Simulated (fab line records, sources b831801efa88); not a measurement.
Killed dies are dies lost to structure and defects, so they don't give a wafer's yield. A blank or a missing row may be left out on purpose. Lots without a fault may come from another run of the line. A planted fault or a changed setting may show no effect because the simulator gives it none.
fab line records | flow gf180mcu
record lots=6 wafers=18 last_day=34
route steps=602 shown STI@18
lots that met no fault: from a run of the same line without faults
start_h: hours from the record's first day to the start of the lot's first wafer shown | wait_h: hours since the lot's step before | " the same as in the row above | L1.1+2: a row that stands for several wafers | - no value, or no start given | * or withheld: withheld | < > ~ a bound
route shown NAME@n: a module of which the file shows steps, and the number in the route of the first | usual: mean/standard deviation of fault-free wafers | same: alike in all rows | chamber/n: place in a boat | sites: the reading at each site | _std_site: their standard deviation | _edge_site: outer sites' mean less inner sites' | radius_mm: how far each site lies from the wafer's centre | mask NAME#n: copy n | behind: the tool/chamber that last shaped the wafer | hold: why the lot was held/for how many hours/how that ended | device: the transistor (n, p or np) that didn't switch | end of line: the same wafers' tests at the end of the route | a step without rows: its recipe alone | killed: dies lost to structure and defects at the first sort, not the wafer's yield | map: a wafer's dies, x killed, . not, _ none there
set.NAME: the setting as run; set.NAME@STEP: as run at that earlier step | model.NAME: the simulator's own value behind a step, which no gauge read
lots at some steps of the route; a table a step, a row a wafer
services: from which hour (start_h, from the record's first day; less than 0 if before it) a tool's chamber was out of use, for how many hours, and why
## steps
# step GF_STI_WET_ETCH_17
# recipe chemistry=H3PO4 target_depth_nm=45 temp_c=160 target=Si3N4 time_s=514
# step GF_STI_CLEAN_18
# recipe chemistry=SC1/SC2 mix=1:4:20 temp_c=70 time_s=150
# step GF_STI_CLEAN_19
# recipe chemistry=dHF time_s=20 dilution=100:1
# step GF_STI_WET_ETCH_20
# recipe chemistry=dHF dilution=100:1 target_depth_nm=20 temp_c=25 dry=ipa_marangoni target=SiO2 time_s=400
# step GF_STI_OXIDATION_21
# recipe temp_c=1000 ambient=O2 stabilise_s=600 purge_s=300 target_thk_a=150 ox_time_s=458
# step GF_STI_THK_MEAS_22
# recipe reads=SiO2_of_STI_OXIDATION_21
# usual STI_OXIDATION_01_THK=14.8/0.3
# columns lot.wafer tool chamber start_h wait_h STI_OXIDATION_01_THK[nm]
L425.1 film_metro-02 - 48.04 0.0 14.7
L425.4 " - " " 14.6
L425.5 " - " " 14.8
L431.2 film_metro-02 - 78.28 0.0 14.8
L431.5 " - " " 14.7
L431.6 " - " " 14.6
L432.2 film_metro-04 - 84.47 0.0 14.9
L432.3 " - " " 14.8
L432.4 " - " " 15.0
L434.1 film_metro-03 - 93.72 0.0 14.8
L434.3 " - " " 14.6
L434.6 " - " " 14.9
L442.2 film_metro-03 - 135.39 0.0 15.0
L442.4 " - " " 14.9
L442.5 " - " " 14.8
L444.3 film_metro-02 - 145.93 0.0 14.8
L444.4 " - " " 14.9
L444.6 " - " " 14.8
# step GF_STI_CVD_23
# recipe material=SiO2 target_thk_nm=650 sigma_open_frac=0.3 time_s=108.3 temp_c=600 sih4_flow_sccm=60 pressure_mtorr=6
# step GF_STI_THK_MEAS_24
# recipe reads=SiO2_of_STI_CVD_23
# usual STI_CVD_23_THK=657/6.5
# columns lot.wafer tool chamber start_h wait_h STI_CVD_23_THK[nm]
L425.1 film_metro-03 - 48.18 0.0 661
L425.4 " - " " 647
L425.5 " - " " 660
L431.2 film_metro-03 - 78.41 0.0 660
L431.5 " - " " 656
L431.6 " - " " 665
L432.2 film_metro-02 - 84.60 0.0 655
L432.3 " - " " 650
L432.4 " - " " 660
L434.1 film_metro-04 - 93.86 0.0 654
L434.3 " - " " 654
L434.6 " - " " 653
L442.2 film_metro-04 - 135.53 0.0 657
L442.4 " - " " 658
L442.5 " - " " 656
L444.3 film_metro-04 - 146.07 0.1 657
L444.4 " - " " 672
L444.6 " - " " 661
# step GF_STI_CMP_25
# recipe stop_on=Si3N4 t_overpolish_s=33 down_force_psi=4 platen_rpm=60 target_thk_nm=524.6 pad_velocity_m_s=0.94248
# usual motor_current_A=12.0/0.73 overpolish_run_s=33.000/0.0085 time_to_endpoint_s=126/5
# columns lot.wafer tool chamber start_h wait_h motor_current_A overpolish_run_s time_to_endpoint_s
L425.1 cmp-02 2 48.24 0.1 11.5 32.993 137
L425.4 " 3 " " 12.4 32.993 126
L425.5 " 2 " " 11.7 33.009 133
L431.2 cmp-02 3 78.56 0.1 12.0 32.985 119
L431.6 " 1 " " 12.4 32.999 126
L431.5 " 2 " " 12.1 32.998 129
L432.4 cmp-02 3 84.65 0.0 11.6 32.998 122
L432.3 " 0 " " 11.7 33.002 122
L432.2 " 2 " " 11.8 33.011 133
L434.1 cmp-02 0 93.92 0.1 11.9 33.001 127
L434.3 " 3 " " 11.0 33.001 126
L434.6 " 0 " " 11.2 33.004 125
L442.2 cmp-02 0 135.58 0.0 11.4 32.998 122
L442.4 " 1 " " 12.7 33.001 125
L442.5 " 0 " " 11.2 33.014 126
L444.4 cmp-02 0 146.11 0.0 11.1 32.993 133
L444.3 " 1 " " 12.4 32.995 128
L444.6 " 1 " " 12.7 32.999 126
# step GF_STI_WET_ETCH_26
# recipe chemistry=dHF target_depth_nm=94 target=SiO2 temp_c=25 dilution=10:1 time_s=188
# step GF_STI_WET_ETCH_27
# recipe chemistry=H3PO4 target_depth_nm=160 target=Si3N4 temp_c=160 time_s=1825
# step GF_STI_WET_ETCH_28
# recipe chemistry=dHF target_depth_nm=20 dry=ipa_marangoni target=SiO2 temp_c=25 dilution=10:1 time_s=40
# step GF_STI_OXIDATION_29
# recipe temp_c=900 ambient=O2 stabilise_s=600 purge_s=300 target_thk_a=100 ox_time_s=1418
# usual ox_temp_c=899.9/0.42 ox_temp_c_max=904.5/2.1 spike_tc_upper_C=899.2/1.3
# columns lot.wafer tool chamber start_h wait_h ox_temp_c ox_temp_c_max spike_tc_upper_C
L425.1 furnace-02 0 49.39 0.2 900.5 903.5 900.6
L425.4 " 0 " " 900.0 902.3 899.0
L425.5 " 0 " " 900.7 903.8 899.1
L431.2 furnace-01 - 79.36 0.0 - - -
L431.5 " - " " - - -
L431.6 " - " " - - -
L432.2 furnace-01 - 86.35 0.8 - - -
L432.3 " - " " - - -
L432.4 " - " " - - -
L434.1 furnace-02 0 94.81 0.0 900.0 903.1 901.5
L434.3 " 0 " " 899.6 902.5 899.8
L434.6 " 0 " " 900.2 903.8 900.7
L442.2 furnace-02 0 136.92 0.4 899.5 902.6 901.7
L442.4 " 0 " " 899.3 901.5 898.6
L442.5 " 0 " " 899.5 902.1 900.7
L444.3 furnace-01 0 147.02 0.0 899.5 905.8 898.0
L444.4 " 0 " " 899.3 906.5 900.1
L444.6 " 0 " " 899.9 909.1 899.0
## services
# columns tool chamber start_h hours kind
furnace-01 - 30.20 4.6 pm
cmp-02 - 64.00 4.0 pm
cmp-02 - 68.00 - consumable_replace:conditioner
cmp-02 - 68.00 - consumable_replace:pad
cmp-02 - 97.78 1.6 repair
cmp-02 - 145.05 0.6 repair
## key
first_sign step=GF_STI_OXIDATION_29 reading=tool_record direction=missing
effect none on later readings
met_at GF_STI_OXIDATION_29
struck_wafers L431.2,L431.5,L431.6,L432.2,L432.3,L432.4
later_rows_left_out L431.2,L431.5,L431.6,L432.2,L432.3,L432.4
sort_left_out L431.2,L431.5,L431.6,L432.2,L432.3,L432.4
tester_left_out L431,L432
fault kind=skipped_step_whole tool=furnace-01 chamber=- onset_h=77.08 steps=GF_STI_OXIDATION_29 scope=struck_lots_only
# tester_left_out: of these lots the tester's yield and bins aren't shown, on N5 and GAA mostly nor the transistor test; their killed dies are dies lost to structure and defects alone, not to doping, threshold or leakage, so they don't give the yield
# sort_left_out: the simulated sort isn't trusted on such a fault, so these wafers' sort isn't shown, and their yield isn't known
# later_rows_left_out: the simulator's readings of these wafers behind a module that went badly wrong aren't trusted and aren't shown, but for the sort
